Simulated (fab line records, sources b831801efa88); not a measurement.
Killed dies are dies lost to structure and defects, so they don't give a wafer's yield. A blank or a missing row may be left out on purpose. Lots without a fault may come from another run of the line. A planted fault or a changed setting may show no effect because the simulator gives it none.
A struck lot beside a sound one | flow sky130 | 16 steps out of a route of 708
Sound: wafers L165.1, L165.3, L165.6. Struck: wafers L164.2, L164.5, L164.6. The cause comes at the end.
At each step with rows: each side's tool, then ch and its chambers, then its first start. Under that, the readings that differ: sound wafers | struck wafers | difference of the means | sigmas: that difference in standard deviations of wafers without a fault.
alike: readings whose means differ by less than 2 such deviations, and words and numbers that are the same on both sides. not compared: withheld readings, readings that some wafer has no value for, bounds like >300 that may hide the same value, and numbers for which the record gives no deviation and whose values overlap.
The two part at a step that has a row with sigmas, a row that says differs or no value, or rows on one side only. Numbers that don't overlap but have no deviation are shown without sigmas and don't part them. A reading that every wafer of one side lacks parts them only if that side has two wafers or more.

SKY_LDD_P_OVL_MEAS_08:
  sound on overlay-01, day 21 21:16; struck on overlay-01, day 20 12:22
  alike: LDD_P_OVL
then, 1 step without rows for these wafers: SKY_LDD_P_IMPLANT_09.
SKY_LDD_P_STRIP_10: strips in O2/N2.
  sound on plasma_asher-01 ch 0,1, day 21 21:26; struck on plasma_asher-02 ch 0,1, day 20 12:32
  reading                     | sound          | struck         | difference | sigmas
  drypump_motor_current_A (A) | 5.93 6.21 6.21 | 5.74 5.83 5.75 | -0.34      | -2
  alike: oes_product_au, strip_time_to_endpoint_s
  not compared: rf_hours_counter_h
SKY_LDD_P_TW_MEAS_11:
  sound on film_metro-02, day 21 21:32; struck on film_metro-02, day 20 12:39
  alike: LDD_P_TW
then, 7 steps without rows for these wafers: SKY_LDD_HVN_DEHYDRATE_00 (time 60 s); SKY_LDD_HVN_HMDS_01 (prime time 60 s); SKY_LDD_HVN_COAT_02 (resist thk 300 nm); SKY_LDD_HVN_SOFTBAKE_03 (time 60 s); SKY_LDD_HVN_EXPOSE_04 (exposes mask HVNTM, target cd 700 nm); SKY_LDD_HVN_PEB_05; SKY_LDD_HVN_DEVELOP_06 (develop time 60 s).
SKY_LDD_HVN_OVL_MEAS_07:
  sound on overlay-01, day 23 04:07; struck on overlay-02, day 21 19:31
  alike: LDD_HVN_OVL
SKY_LDD_HVN_IMPLANT_08:
  sound on implanter-01 ch 0, day 23 04:08; struck on implanter-04 ch 0, day 21 19:34
  reading                   | sound                | struck               | difference | sigmas
  beam_energy_keV           | 60.010 60.016 60.011 | 86.042 86.018 86.034 | +26.019    | +99 or more
  model.implant.rp_nm (nm)  | 55.69 55.69 55.69    | 81.6 81.6 81.6       | +25.9      |
  model.implant.drp_nm (nm) | 28.15 28.15 28.15    | 38.34 38.34 38.34    | +10.19     |
SKY_LDD_HVN_STRIP_09: strips in O2/N2.
  sound on plasma_asher-03 ch 1, day 23 04:17; struck on plasma_asher-03 ch 0,1, day 21 19:41
  alike: drypump_motor_current_A, oes_product_au, strip_time_to_endpoint_s
  not compared: rf_hours_counter_h
SKY_LDD_HVN_TW_MEAS_10:
  sound on film_metro-03, day 23 04:23; struck on film_metro-03, day 21 20:02
  reading    | sound          | struck         | difference | sigmas
  LDD_HVN_TW | 1440 1429 1443 | 1578 1579 1574 | +140       | +19
  not compared: hold
-- the record jumps here: 25 days lie between the struck wafers' starts before and after (it left off in module LDD_HVN and takes up again in module PAD_OPEN, whose first step shown is number 708 of the route) --
SKY_PAD_OPEN_PROBE_99:
  sound on prober-02, day 47 18:32; struck on prober-01, day 46 18:20
  reading                                 | sound                | struck               | difference | sigmas
  model.etest.tip_n_5v.rs_ohm_sq          | 1382 1385 1375       | 1195 1180 1187       | -193       |
  model.etest.nfet_g5v0d10v5.r_on_ohm_um  | 1882 1914 1924       | 1782 1777 1778       | -128       |
  model.etest.nfet_g5v0d10v5.drive_ua_um  | 602.4 598 592.5      | 646.1 634.7 647.8    | +45.2      |
  model.etest.nfet_05v0_nvt.drive_ua_um   | 579 563.7 563.8      | 597 590.7 598.8      | +27        |
  model.etest.ring_5v.delay_ps            | 44.32 45.23 44.11    | 43.25 43.37 43.53    | -1.17      |
  model.etest.nfet_g5v0d10v5.vt_sat_v (V) | 0.7638 0.7671 0.7699 | 0.6832 0.6811 0.6863 | -0.0834    |
  model.etest.nfet_g5v0d10v5.vt_v (V)     | 0.824 0.8272 0.8325  | 0.7772 0.7791 0.7802 | -0.0491    |
  alike: killed_at_M0_to_M3, killed_at_M4_up, killed_at_contacts, killed_at_front_end, killed_at_other, killed_dies, killed_open, killed_short
  not compared: model.etest.nfet_05v0_nvt.off_log10_a_um

WHERE THEY PART
First at SKY_LDD_P_STRIP_10; last, within this record, at SKY_LDD_HVN_TW_MEAS_10. Later steps at which nothing parts them and some readings are alike: SKY_PAD_OPEN_PROBE_99.

WHY: what the simulator had put in
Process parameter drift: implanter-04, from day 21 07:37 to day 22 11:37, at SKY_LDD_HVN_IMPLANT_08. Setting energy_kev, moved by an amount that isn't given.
